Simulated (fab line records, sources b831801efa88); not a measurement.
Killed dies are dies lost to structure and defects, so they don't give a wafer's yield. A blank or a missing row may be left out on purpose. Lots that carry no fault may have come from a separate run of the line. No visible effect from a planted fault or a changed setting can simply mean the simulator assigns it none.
fab line records ; flow sky130
record: lots: 10; wafers: 30; last_day: 50
route steps=708 shown FIELD_ISO@1 VT_ADJUST_LVTN@106 VT_ADJUST_NCORE@127
lots that met no fault: from a run of the same line without faults
start_h: the number of hours between the record's first day and the start of the first shown wafer of the lot ; wait_h: hours elapsed since this lot's preceding step ; " as in the row above ; L1.1+2: one row covering several wafers at once ; - either no value or no given start ; * or withheld: withheld ; < > ~ a bound
route shown NAME@n: names a module that has steps shown in the file, with the first one's number in the route ; usual: mean/standard deviation of fault-free wafers ; same: alike in all rows ; chamber/n: place in a boat ; sites: per-site readings ; _std_site: standard deviation across them ; _edge_site: mean of outer sites minus mean of inner sites ; radius_mm: for every site, how far away it sits from the centre of the wafer ; mask NAME#n: copy n ; behind: tool/chamber where the wafer was last shaped ; hold: why the lot was held/for how many hours/how that ended ; device: whichever transistor did not switch (one of n, p or np) ; end of line: the route-end tests of the same wafers ; step lacking rows: just its recipe ; killed: dies lost to structure and defects at the first sort, not the wafer's yield ; map: a wafer's dies, x killed, . not, _ none there
set.NAME: the setting as run; set.NAME@STEP: as run at that earlier step ; model.NAME: the simulator's own value behind a step, which no gauge read
a sample of lots followed through the steps of the route, with each step as a table and each wafer as a row
services: a tool's chamber out of use, with start hour (start_h, from the record's first day; less than 0 if before it), hours out, and reason
== steps ==
step: SKY_FIELD_ISO_BOW_MEAS_00
recipe: mode: bow
usual: INCOMING_BOW: -1/7.1
lot.wafer;tool;chamber;start_h;wait_h;INCOMING_BOW[um]
L313.1;film_metro-02;-;25.00;-;14
L313.2;film_metro-02;-;25.00;-;6
L313.4;film_metro-02;-;25.00;-;6
L314.4;film_metro-03;-;30.06;-;-7
L314.5;film_metro-03;-;30.06;-;-6
L314.6;film_metro-03;-;30.06;-;-2
L315.2;film_metro-04;-;35.02;-;-1
L315.5;film_metro-04;-;35.02;-;-1
L315.6;film_metro-04;-;35.02;-;-3
L317.1;film_metro-02;-;45.00;-;2
L317.2;film_metro-02;-;45.00;-;-7
L317.6;film_metro-02;-;45.00;-;-2
L319.2;film_metro-04;-;55.02;-;7
L319.4;film_metro-04;-;55.02;-;-12
L319.6;film_metro-04;-;55.02;-;-10
L320.1;film_metro-03;-;60.00;-;-4
L320.2;film_metro-03;-;60.00;-;-1
L320.3;film_metro-03;-;60.00;-;-12
L321.2;film_metro-02;-;65.02;-;0
L321.3;film_metro-02;-;65.02;-;-2
L321.4;film_metro-02;-;65.02;-;4
L322.1;film_metro-02;-;70.00;-;-10
L322.2;film_metro-02;-;70.00;-;-14
L322.5;film_metro-02;-;70.00;-;-9
L331.1;film_metro-02;-;115.00;-;-3
L331.2;film_metro-02;-;115.00;-;-2
L331.5;film_metro-02;-;115.00;-;3
L333.4;film_metro-03;-;125.06;-;8
L333.5;film_metro-03;-;125.06;-;7
L333.6;film_metro-03;-;125.06;-;0
step: SKY_FIELD_ISO_ETCH_14
recipe: chemistry: N2/H2; target: BARC; ion_energy_ev: 200; source_w: 500; bias_w: 100; pressure_mtorr: 30; n2_flow_sccm: 100; h2_flow_sccm: 200; stop_on: SiO2; time_s: 45.9; target_depth_a: 600
usual: drypump_motor_current_A: 5.8/0.52; oes_product_au: 0.853/0.0046; throttle_valve_pct: 13.224/0.0092
lot.wafer;tool;chamber;start_h;wait_h;drypump_motor_current_A;oes_product_au;rf_hours_counter_h;throttle_valve_pct
L313.1;rie_diel-01;1;44.71;0.1;6.3;0.853;2;13.227
L313.2;rie_diel-01;2;44.71;0.1;5.7;0.856;110;13.223
L313.4;rie_diel-01;3;44.71;0.1;5.8;0.850;-;13.219
L314.4;rie_diel-01;3;50.30;0.1;5.7;0.849;-;13.229
L314.5;rie_diel-01;1;50.30;0.1;6.4;0.853;-;13.231
L314.6;rie_diel-01;2;50.30;0.1;5.7;0.861;-;13.238
L315.2;rie_diel-02;1;55.36;0.1;6.3;0.855;89;13.234
L315.5;rie_diel-02;1;55.36;0.1;6.3;0.853;-;13.221
L315.6;rie_diel-02;0;55.36;0.1;4.8;0.856;-;13.219
L317.1;rie_diel-02;2;63.28;0.1;5.7;0.849;37;13.225
L317.2;rie_diel-02;0;63.28;0.1;4.8;0.861;138;13.228
L317.6;rie_diel-02;0;63.28;0.1;4.8;0.847;-;13.223
L319.2;rie_diel-02;1;74.76;0.1;6.4;0.856;89;13.244
L319.4;rie_diel-02;0;74.76;0.1;4.8;0.858;139;13.226
L319.6;rie_diel-02;0;74.76;0.1;4.8;0.857;-;13.212
L320.1;rie_diel-02;1;80.57;0.1;6.4;0.853;89;13.226
L320.2;rie_diel-02;3;80.57;0.1;6.1;0.855;1;13.209
L320.3;rie_diel-02;0;80.57;0.1;4.8;0.861;139;13.227
L321.2;rie_diel-04;0;86.67;0.1;6.0;0.854;2;13.231
L321.3;rie_diel-04;3;86.67;0.1;4.9;0.861;50;13.233
L321.4;rie_diel-04;1;86.67;0.1;5.7;0.855;3;13.222
L322.1;rie_diel-04;1;121.98;0.1;5.6;0.853;4;13.246
L322.2;rie_diel-04;2;121.98;0.1;5.7;0.853;110;13.214
L322.5;rie_diel-04;0;121.98;0.1;6.0;0.857;-;13.222
L331.1;rie_diel-02;3;137.33;0.1;6.1;0.858;2;13.231
L331.2;rie_diel-02;1;137.33;0.1;6.3;0.853;90;13.208
L331.5;rie_diel-02;0;137.33;0.1;4.8;0.848;-;13.225
L333.4;rie_diel-04;2;149.37;0.0;5.6;0.853;111;13.215
L333.5;rie_diel-04;2;149.37;0.0;5.6;0.850;-;13.228
L333.6;rie_diel-04;3;149.37;0.0;4.9;0.851;-;13.220
step: SKY_VT_ADJUST_LVTN_STRIP_09
recipe: chemistry: O2/N2; power_w: 1400; pressure_mtorr: 1500; platen_temp_c: withheld; o2_flow_sccm: 3000; n2_flow_sccm: 300; overash_fraction: 0.5
usual: drypump_motor_current_A: 6.2/0.35; oes_product_au: 0.722/0.0047; strip_time_to_endpoint_s: 36.99/0.12
lot.wafer;tool;chamber;start_h;wait_h;drypump_motor_current_A;oes_product_au;rf_hours_counter_h;strip_time_to_endpoint_s
L313.1;plasma_asher-03;0;154.44;0.1;5.6;0.721;48;37.07
L313.2;plasma_asher-03;1;154.44;0.1;6.4;0.724;48;37.05
L313.4;plasma_asher-03;0;154.44;0.1;5.7;0.718;-;37.07
L314.4;plasma_asher-03;0;162.06;0.1;5.7;0.724;-;37.07
L314.5;plasma_asher-03;1;162.06;0.1;6.4;0.728;-;37.14
L314.6;plasma_asher-03;0;162.06;0.1;5.7;0.722;-;37.18
L315.2;plasma_asher-01;0;170.69;0.1;6.3;0.724;5;36.92
L315.5;plasma_asher-01;0;170.69;0.1;6.3;0.717;-;36.89
L315.6;plasma_asher-01;1;170.69;0.1;6.4;0.719;-;36.77
L317.1;plasma_asher-01;1;178.09;0.1;6.3;0.728;6;36.89
L317.2;plasma_asher-01;0;178.09;0.1;6.3;0.714;6;36.84
L317.6;plasma_asher-01;1;178.09;0.1;6.3;0.726;-;36.89
L319.2;plasma_asher-01;0;194.54;0.1;6.2;0.717;7;37.12
L319.4;plasma_asher-01;0;194.54;0.1;6.3;0.727;-;37.13
L319.6;plasma_asher-01;1;194.54;0.1;6.4;0.723;-;37.17
L320.1;plasma_asher-03;1;201.49;0.1;6.4;0.720;53;36.92
L320.2;plasma_asher-03;0;201.49;0.1;5.7;0.726;53;36.91
L320.3;plasma_asher-03;0;201.49;0.1;5.6;0.723;-;37.03
L321.2;plasma_asher-01;1;206.07;0.1;6.4;0.939;9;-
L321.3;plasma_asher-01;0;206.07;0.1;6.3;0.943;-;-
L321.4;plasma_asher-01;1;206.07;0.1;6.4;0.942;-;-
L322.1;plasma_asher-01;0;256.09;0.1;6.3;0.725;14;37.13
L322.2;plasma_asher-01;1;256.09;0.1;6.4;0.726;14;37.17
L322.5;plasma_asher-01;0;256.09;0.1;6.3;0.719;-;37.15
L331.1;plasma_asher-01;0;278.29;0.1;6.3;0.724;17;36.99
L331.2;plasma_asher-01;1;278.29;0.1;6.4;0.718;17;36.94
L331.5;plasma_asher-01;1;278.29;0.1;6.4;0.728;-;37.04
L333.4;plasma_asher-01;0;294.12;0.1;6.3;0.728;-;37.04
L333.5;plasma_asher-01;0;294.12;0.1;6.3;0.715;-;37.00
L333.6;plasma_asher-01;1;294.12;0.1;6.4;0.720;-;37.10
step: SKY_VT_ADJUST_LVTN_STRIP_20
recipe: chemistry: O2/N2; power_w: 1400; pressure_mtorr: 1500; platen_temp_c: withheld; o2_flow_sccm: 3000; n2_flow_sccm: 300; overash_fraction: 0.5
usual: drypump_motor_current_A: 6.1/0.52; oes_product_au: 0.715/0.0043; strip_time_to_endpoint_s: 14.20/0.034
lot.wafer;tool;chamber;start_h;wait_h;drypump_motor_current_A;oes_product_au;rf_hours_counter_h;strip_time_to_endpoint_s
L313.1;plasma_asher-01;0;174.57;0.1;6.3;0.708;5;14.19
L313.2;plasma_asher-01;1;174.57;0.1;6.4;0.710;5;14.21
L313.4;plasma_asher-01;1;174.57;0.1;6.4;0.714;-;14.18
L314.4;plasma_asher-04;1;182.36;0.1;6.8;0.719;-;14.25
L314.5;plasma_asher-04;1;182.36;0.1;6.7;0.724;-;14.19
L314.6;plasma_asher-04;0;182.36;0.1;5.2;0.721;-;14.16
L315.2;plasma_asher-03;0;191.99;0.1;5.6;0.711;52;14.24
L315.5;plasma_asher-03;1;191.99;0.1;6.4;0.712;-;14.22
L315.6;plasma_asher-03;0;191.99;0.1;5.7;0.711;-;14.21
L317.1;plasma_asher-04;1;199.27;0.1;6.8;0.724;53;14.22
L317.2;plasma_asher-04;0;199.27;0.1;5.2;0.718;53;14.21
L317.6;plasma_asher-04;0;199.27;0.1;5.2;0.716;-;14.24
L319.2;plasma_asher-01;0;216.94;0.1;6.3;0.714;9;14.17
L319.4;plasma_asher-01;0;216.94;0.1;6.3;0.716;-;14.20
L319.6;plasma_asher-01;1;216.94;0.1;6.4;0.713;-;14.19
L320.1;plasma_asher-01;0;223.67;0.1;6.3;0.709;10;14.19
L320.2;plasma_asher-01;1;223.67;0.1;6.4;0.718;10;14.20
L320.3;plasma_asher-01;1;223.67;0.1;6.4;0.710;-;14.18
L321.2;plasma_asher-03;0;228.87;0.1;5.7;0.717;56;34.53
L321.3;plasma_asher-03;0;228.87;0.1;5.6;0.719;-;34.58
L321.4;plasma_asher-03;1;228.87;0.1;6.4;0.716;-;34.72
L322.1;plasma_asher-03;0;280.09;0.1;5.6;0.717;62;14.22
L322.2;plasma_asher-03;1;280.09;0.1;6.3;0.714;62;14.23
L322.5;plasma_asher-03;0;280.09;0.1;5.6;0.720;-;14.23
L331.1;plasma_asher-01;0;303.67;0.1;6.2;0.719;20;14.28
L331.2;plasma_asher-01;1;303.67;0.1;6.4;0.721;20;14.27
L331.5;plasma_asher-01;1;303.67;0.1;6.4;0.713;-;14.24
L333.4;plasma_asher-04;1;319.67;0.1;6.7;0.711;-;14.22
L333.5;plasma_asher-04;1;319.67;0.1;6.8;0.720;-;14.19
L333.6;plasma_asher-04;0;319.67;0.1;5.2;0.719;-;14.22
step: SKY_VT_ADJUST_LVTN_TW_MEAS_21
usual: VT_ADJUST_LVTN_2_TW: 187.5/1.3
lot.wafer;tool;chamber;start_h;wait_h;hold;VT_ADJUST_LVTN_2_TW
L313.1;film_metro-01;-;174.67;0.1;-;187.7
L313.2;film_metro-01;-;174.67;0.1;-;188.9
L313.4;film_metro-01;-;174.67;0.1;-;189.3
L314.4;film_metro-03;-;182.45;0.1;-;185.9
L314.5;film_metro-03;-;182.45;0.1;-;186.2
L314.6;film_metro-03;-;182.45;0.1;-;185.6
L315.2;film_metro-03;-;192.10;0.1;-;185.8
L315.5;film_metro-03;-;192.10;0.1;-;185.8
L315.6;film_metro-03;-;192.10;0.1;-;185.5
L317.1;film_metro-03;-;199.37;0.1;-;185.8
L317.2;film_metro-03;-;199.37;0.1;-;185.6
L317.6;film_metro-03;-;199.37;0.1;-;185.1
L319.2;film_metro-01;-;217.05;0.1;-;190.1
L319.4;film_metro-01;-;217.05;0.1;-;190.0
L319.6;film_metro-01;-;217.05;0.1;-;188.8
L320.1;film_metro-02;-;223.77;0.1;-;189.5
L320.2;film_metro-02;-;223.77;0.1;-;188.8
L320.3;film_metro-02;-;223.77;0.1;-;188.6
L321.2;film_metro-01;-;228.98;0.1;await_dispo/0.2h/release;30.3
L321.3;film_metro-01;-;228.98;0.1;await_dispo/0.2h/release;30.2
L321.4;film_metro-01;-;228.98;0.1;await_dispo/0.2h/release;30.2
L321.2;film_metro-01;-;229.21;0.2;-;30.0
L321.3;film_metro-01;-;229.21;0.2;-;30.2
L321.4;film_metro-01;-;229.21;0.2;-;30.3
L322.1;film_metro-02;-;280.19;0.1;-;187.7
L322.2;film_metro-02;-;280.19;0.1;-;187.3
L322.5;film_metro-02;-;280.19;0.1;-;187.8
L331.1;film_metro-02;-;303.77;0.1;-;187.6
L331.2;film_metro-02;-;303.77;0.1;-;186.9
L331.5;film_metro-02;-;303.77;0.1;-;187.8
L333.4;film_metro-02;-;319.77;0.1;-;187.3
L333.5;film_metro-02;-;319.77;0.1;-;188.1
L333.6;film_metro-02;-;319.77;0.1;-;188.7
step: SKY_VT_ADJUST_NCORE_OVL_MEAS_08
usual: VT_ADJUST_NCORE_OVL: -0.4/1.3
lot.wafer;tool;chamber;start_h;wait_h;VT_ADJUST_NCORE_OVL[nm]
L313.1;overlay-02;-;195.51;0.1;-0.1
L313.2;overlay-02;-;195.51;0.1;-0.8
L313.4;overlay-02;-;195.51;0.1;-0.9
L314.4;overlay-02;-;203.98;0.1;1.0
L314.5;overlay-02;-;203.98;0.1;1.6
L314.6;overlay-02;-;203.98;0.1;0.6
L315.2;overlay-01;-;213.54;0.1;-0.3
L315.5;overlay-01;-;213.54;0.1;-0.3
L315.6;overlay-01;-;213.54;0.1;0.0
L317.1;overlay-01;-;220.51;0.1;0.4
L317.2;overlay-01;-;220.51;0.1;0.2
L317.6;overlay-01;-;220.51;0.1;0.8
L319.2;overlay-02;-;238.88;0.1;-1.3
L319.4;overlay-02;-;238.88;0.1;-0.7
L319.6;overlay-02;-;238.88;0.1;-2.3
L320.1;overlay-01;-;246.12;0.1;1.7
L320.2;overlay-01;-;246.12;0.1;-0.1
L320.3;overlay-01;-;246.12;0.1;2.4
L322.1;overlay-01;-;305.32;0.1;-0.2
L322.2;overlay-01;-;305.32;0.1;-1.5
L322.5;overlay-01;-;305.32;0.1;-1.0
L331.1;overlay-01;-;328.47;0.1;-2.0
L331.2;overlay-01;-;328.47;0.1;-2.8
L331.5;overlay-01;-;328.47;0.1;-1.4
L333.4;overlay-01;-;346.63;0.1;-2.4
L333.5;overlay-01;-;346.63;0.1;-2.1
L333.6;overlay-01;-;346.63;0.1;0.2
== services ==
tool;chamber;start_h;hours;kind
rie_diel-04;1;34.59;4.5;repair
rie_diel-04;0;37.48;14.2;repair
rie_diel-02;1;41.23;5.7;repair
rie_diel-02;3;43.59;22.5;repair
rie_diel-04;-;63.15;1.1;repair
rie_diel-04;3;66.59;4.5;repair
rie_diel-01;2;69.40;2.4;repair
rie_diel-01;-;71.69;0.8;repair
rie_diel-04;1;99.47;13.9;repair
plasma_asher-01;-;105.80;2.4;repair
plasma_asher-01;-;108.75;9.0;pm
plasma_asher-01;0;108.75;9.0;vent_cycle
rie_diel-04;0;124.40;6.8;repair
plasma_asher-01;-;129.77;3.5;repair
rie_diel-04;2;187.00;16.0;repair
rie_diel-02;2;190.77;7.5;repair
plasma_asher-04;-;196.80;0.9;repair
rie_diel-02;1;220.78;5.2;repair
rie_diel-04;-;222.07;0.7;repair
plasma_asher-04;-;242.77;28.1;pm
plasma_asher-04;-;270.87;15.6;pm
plasma_asher-03;-;274.26;3.3;repair
rie_diel-04;0;300.90;6.0;repair
rie_diel-02;3;318.00;16.8;repair
== key ==
first_sign: step: SKY_VT_ADJUST_LVTN_STRIP_09; reading: oes_product_au; direction: up; sigmas: 47; usual: 0.722; struck: 0.941
effect: step: SKY_VT_ADJUST_LVTN_STRIP_20; reading: strip_time_to_endpoint_s; direction: up; sigmas: 99+; usual: *; struck: *
effect: step: SKY_VT_ADJUST_LVTN_TW_MEAS_21; reading: visit; direction: added
effect: step: SKY_VT_ADJUST_LVTN_TW_MEAS_21; reading: VT_ADJUST_LVTN_2_TW; direction: down; sigmas: 99+; usual: 187.5; struck: 30.2
met_at SKY_VT_ADJUST_LVTN_STRIP_09
struck_lots L321
scrapped_behind SKY_VT_ADJUST_LVTN_TW_MEAS_21 L321.2,L321.3,L321.4
not_acting_at SKY_FIELD_ISO_BOW_MEAS_00,SKY_FIELD_ISO_ETCH_14,SKY_VT_ADJUST_NCORE_OVL_MEAS_08
onset_between 194.54 206.07
fault: kind: strip_aborted; tool: plasma_asher-01; chamber: -; onset_h: 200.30; steps: SKY_VT_ADJUST_LVTN_STRIP_09; offset: 0.70186; end_h: 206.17
